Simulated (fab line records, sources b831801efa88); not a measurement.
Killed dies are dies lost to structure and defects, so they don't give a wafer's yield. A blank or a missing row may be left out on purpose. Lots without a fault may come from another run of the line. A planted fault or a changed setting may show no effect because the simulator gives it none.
A struck lot beside a sound one | flow gf180mcu | 15 steps out of a route of 602
Sound: wafers L110.1, L110.4, L110.5. Struck: wafer L115.1. (L115.2, L115.6 of the same lot were not struck and are left out.) The cause comes at the end.
At each step with rows: each side's tool, then ch and its chambers, then its first start. Under that, the readings that differ: sound wafers | struck wafers | difference of the means | sigmas: that difference in standard deviations of wafers without a fault.
alike: readings whose means differ by less than 2 such deviations, and words and numbers that are the same on both sides. not compared: withheld readings, readings that some wafer has no value for, bounds like >300 that may hide the same value, and numbers for which the record gives no deviation and whose values overlap.
The two part at a step that has a row with sigmas, a row that says differs or no value, or rows on one side only. Numbers that don't overlap but have no deviation are shown without sigmas and don't part them. A reading that every wafer of one side lacks parts them only if that side has two wafers or more.

GF_V3_CD_MEAS_14: target cd 260 nm.
  sound on cd_sem-02, day 23 22:58; struck on cd_sem-01, day 25 20:37
  alike: cd_nm
GF_V3_OVL_MEAS_15:
  sound on overlay-01, day 23 23:05; struck on overlay-02, day 25 20:44
  alike: V3_OVL
then, 1 step without rows for these wafers: GF_V3_ETCH_16 (etches BARC in N2/H2).
GF_V3_ETCH_17: etches SiO2 in C4F8/O2/Ar, stops on TiN, target depth 635 nm.
  sound on rie_diel-03 ch 1,2; struck on rie_diel-03 ch 2
  alike: oes_product_au
then, 3 steps without rows for these wafers: GF_V3_STRIP_18 (strips in O2/N2); GF_V3_STRIP_19 (strips in post etch residue remover, time 1200 s); GF_V3_CLEAN_20 (cleans in DIW).
GF_V3_SPUTTER_21: material Ti, target thk 15 nm, time 80.02 s.
  sound on pvd_sputter-01, day 23 23:47; struck on pvd_sputter-04, day 25 21:28
  alike: substrate_temp_c, throttle_valve_pct
GF_V3_SPUTTER_22: material TiN, target thk 10 nm, time 40 s.
  sound on pvd_sputter-01, day 23 23:50; struck on pvd_sputter-04, day 25 21:31
  alike: throttle_valve_pct
GF_V3_CVD_23: deposits W, target thk 350 nm, time 104.9 s.
  sound on cvd_w-01 ch 1, day 23 23:53; struck on cvd_w-02 ch 1, day 25 21:34
  alike: heater_power_w
GF_V3_RS_MEAS_24: measures by four-point-probe.
  sound on film_metro-01, day 24 00:06; struck on film_metro-04, day 25 21:40
  alike: V3_W_RS
GF_V3_THK_MEAS_25: measures by xrf.
  sound on film_metro-01, day 24 00:13; struck on film_metro-04, day 25 21:47
  alike: V3_W_THK
GF_V3_CMP_26: polishes, stops on SiO2, t overpolish 15 s, target thk 0 nm.
  sound on cmp-01 ch 0,1, day 24 00:17; struck on cmp-02 ch 1, day 25 21:51
  reading              | sound                | struck | difference | sigmas
  overpolish_run_s (s) | 14.988 15.002 14.998 | 7.045  | -7.951     | -99 or more
  t_overpolish_s (s)   | 15 15 15             | 7.0512 | -7.9488    |
  alike: motor_current_A, time_to_endpoint_s
GF_M4_SPUTTER_00: material Ti, target thk 37.5 nm, time 150 s.
  sound on pvd_sputter-02, day 24 00:35; struck on pvd_sputter-04, day 25 22:09
  alike: substrate_temp_c, throttle_valve_pct
then, 1 step without rows for these wafers: GF_PASSIVATION_PROBE_99.

WHERE THEY PART
Only at GF_V3_CMP_26, within this record. Later steps at which nothing parts them and some readings are alike: GF_M4_SPUTTER_00.

WHY: what the simulator had put in
Process parameter drift: cmp-02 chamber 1, from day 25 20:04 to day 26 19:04, at GF_V3_CMP_26. Setting t_overpolish_s, moved by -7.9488, from 15. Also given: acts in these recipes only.
